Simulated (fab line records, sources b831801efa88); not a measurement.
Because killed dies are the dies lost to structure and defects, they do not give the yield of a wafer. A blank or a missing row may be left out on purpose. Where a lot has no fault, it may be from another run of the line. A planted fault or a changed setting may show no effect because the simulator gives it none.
Which tool was responsible? -- flow sky130 -- Sampling: 10 lots, 30 wafers, 3 of 708 route steps

## WHAT EACH GAUGE READ, for each wafer
SKY_CAPM_THK_MEAS_01.
lot,measured,on,CAPM_CVD_00_THK (nm)
L249,day 37 06:05,film metro-04,15.34 15.41 15.59
L250,day 37 07:43,film metro-02,15.34 14.91 15.83
L251,day 37 11:44,film metro-04,15.56 15.80 15.53
L252,day 37 20:56,film metro-01,15.38 15.34 15.67
L254,day 38 20:39,film metro-04,15.55 15.41 15.63
L255,day 39 06:52,film metro-02,15.81 15.77 15.83
L257,day 39 16:42,film metro-02,15.36 15.52 15.98
L256,day 39 23:44,film metro-01,15.30 15.45 15.78
L264,day 41 14:28,film metro-01,15.34 15.65 15.87
L267,day 42 05:59,film metro-01,15.43 15.39 15.70

## TOOL THAT RAN EACH LOT (tool first, then ch and the chambers of the sampled wafers, then the start)
lot,SKY_VIA2_ETCH_14,SKY_METAL3_SPUTTER_02
L249,"rie diel-02 ch 0,2, day 37 04:30","pvd sputter-02, day 37 05:56"
L250,"rie diel-02 ch 1,2, day 37 06:10","pvd sputter-03, day 37 07:34"
L251,"rie diel-03 ch 1,2,3, day 37 10:06","pvd sputter-02, day 37 11:34"
L252,"rie diel-02 ch 1,2, day 37 19:24","pvd sputter-01, day 37 20:49"
L254,"rie diel-03 ch 0,1,3, day 38 18:43","pvd sputter-03, day 38 20:32"
L255,"rie diel-03 ch 1,2, day 39 04:57","pvd sputter-02, day 39 06:43"
L257,"rie diel-02 ch 0,1, day 39 15:10","pvd sputter-02, day 39 16:34"
L256,"rie diel-03 ch 0,1,3, day 39 22:10","pvd sputter-02, day 39 23:36"
L264,"rie diel-02 ch 0,1, day 41 12:46","pvd sputter-02, day 41 14:20"
L267,"rie diel-03 ch 0,1,3, day 42 04:25","pvd sputter-01, day 42 05:51"
- SKY_VIA2_ETCH_14: etches BARC in N2/H2, stops on SiO2, time 45.9 s, target depth 60 nm.
- SKY_METAL3_SPUTTER_02: material AlCu, target thk 735 nm, time 39.1 s.

## THE ANSWER, worked out from the rows above alone
Rule: what is usual is taken from the lots themselves. Put in order of their means at a reading, lots are off if they are a third of the lots or fewer, leave a main group of 4 or more, and stand apart from it by a gap of 3 or more times the standard deviation of the main group's means; of several such gaps the widest counts. A main group whose means are all the same, to the digits that the tables above print for the reading, isn't used. Also off: a lot with no number at a reading for which 4 or more lots have one. Any other lot the step has rows for is counted as sound.
No lot is off at any reading shown: from this, nothing can be told.

## WHAT THE SIMULATOR HAD PUT IN
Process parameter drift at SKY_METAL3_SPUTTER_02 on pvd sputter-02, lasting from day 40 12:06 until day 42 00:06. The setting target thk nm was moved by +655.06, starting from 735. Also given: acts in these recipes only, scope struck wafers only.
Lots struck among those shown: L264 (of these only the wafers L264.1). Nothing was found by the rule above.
